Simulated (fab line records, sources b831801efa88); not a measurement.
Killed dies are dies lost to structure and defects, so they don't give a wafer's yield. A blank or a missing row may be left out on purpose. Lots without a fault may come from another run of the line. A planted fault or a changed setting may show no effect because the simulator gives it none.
Which tool did it? | flow sky130 | 14 lots, 42 wafers sampled, at 2 steps of a route of 708

WHAT THE GAUGES READ, wafer by wafer
SKY_VIA3_THK_MEAS_01. Usual: VIA3_HDPCVD_THK 1644 nm, standard deviation 18.
lot  | measured     | on            | VIA3_HDPCVD_THK (nm) | flag
L746 | day 38 16:52 | film_metro-03 | 1635 1647 1631       |
L747 | day 38 20:50 | film_metro-02 | 1612 1657 1637       |
L749 | day 39 09:30 | film_metro-01 | 1646 1642 1662       |
L751 | day 40 19:50 | film_metro-01 | 1678 1664 1680       |
L752 | day 41 07:22 | film_metro-03 | 1603 1576 1591       |
L753 | day 41 11:09 | film_metro-01 | 1608 1600 1595       |
L757 | day 42 04:55 | film_metro-03 | 1613 1644 1606       |
L761 | day 43 01:25 | film_metro-01 | 1652 1630 1646       |
L763 | day 43 07:58 | film_metro-02 | 1620 1608 1623       |
L765 | day 44 05:29 | film_metro-03 | 1639 1653 1659       |
L766 | day 44 17:41 | film_metro-03 | 1621 1636 1633       |
L768 | day 44 20:24 | film_metro-03 | 1623 1615 1610       |
L767 | day 44 21:49 | film_metro-01 | 1648 1673 1687       |
L769 | day 45 04:02 | film_metro-01 | 1633 1641 1633       |

WHICH TOOL RAN EACH LOT (tool, then ch and the chambers of the sampled wafers, then the start)
lot  | SKY_VIA3_HDPCVD_00
L746 | hdpcvd-01 ch 0,2, day 38 16:41
L747 | hdpcvd-01 ch 0,1,2, day 38 20:40
L749 | hdpcvd-01 ch 0,1, day 39 09:20
L751 | hdpcvd-01 ch 0,1,2, day 40 19:38
L752 | hdpcvd-01 ch 0,2, day 41 07:12
L753 | hdpcvd-01 ch 0,2, day 41 10:59
L757 | hdpcvd-02 ch 0,1,2, day 42 04:44
L761 | hdpcvd-02 ch 1,2, day 43 01:14
L763 | hdpcvd-02 ch 0,2, day 43 07:47
L765 | hdpcvd-01 ch 0,1,2, day 44 05:19
L766 | hdpcvd-02 ch 0,1,2, day 44 17:30
L768 | hdpcvd-02 ch 0,1,2, day 44 20:13
L767 | hdpcvd-01 ch 0,1,2, day 44 21:38
L769 | hdpcvd-02 ch 0,2, day 45 03:52
- SKY_VIA3_HDPCVD_00: deposits SiO2, target thk 1635 nm, time 272.5 s.

WHAT THE TOOLS THEMSELVES READ (means of the sampled wafers that have a number; where no wafer has one, the mark that the record gives instead)
SKY_VIA3_HDPCVD_00. Usual: run_length_s 300.1 s, standard deviation 0.35.
lot  | tool      | run_length_s (s) | flag
L746 | hdpcvd-01 | 300.0            |
L747 | hdpcvd-01 | 300.4            |
L749 | hdpcvd-01 | 299.8            |
L751 | hdpcvd-01 | 300.1            |
L752 | hdpcvd-01 | 289.3            | OFF
L753 | hdpcvd-01 | 289.5            | OFF
L757 | hdpcvd-02 | 300.5            |
L761 | hdpcvd-02 | 300.2            |
L763 | hdpcvd-02 | 300.7            |
L765 | hdpcvd-01 | 300.0            |
L766 | hdpcvd-02 | 300.5            |
L768 | hdpcvd-02 | 300.1            |
L767 | hdpcvd-01 | 299.9            |
L769 | hdpcvd-02 | 300.2            |

THE ANSWER, worked out from the rows above alone
Rule: a lot is off if the mean of its wafers that have a number lies more than 3 standard deviations from the usual mean. A lot without any number at a reading at which 4 lots or more have one is off too. The other lots that the step has rows for count as sound. The gauges are gone through in route order, then the tools' own readings, and for those a lot's mean is taken as printed above. The first step at which some lot is off is used, and at that step the reading that is off furthest; a lot without a number counts as furthest.
Off: L752, L753, at SKY_VIA3_HDPCVD_00 (run_length_s).
A tool fits if, at that step or a process step before it, it ran every lot that is off, and no sound lot after the first of them. None of those tried fits.

WHAT THE SIMULATOR HAD PUT IN
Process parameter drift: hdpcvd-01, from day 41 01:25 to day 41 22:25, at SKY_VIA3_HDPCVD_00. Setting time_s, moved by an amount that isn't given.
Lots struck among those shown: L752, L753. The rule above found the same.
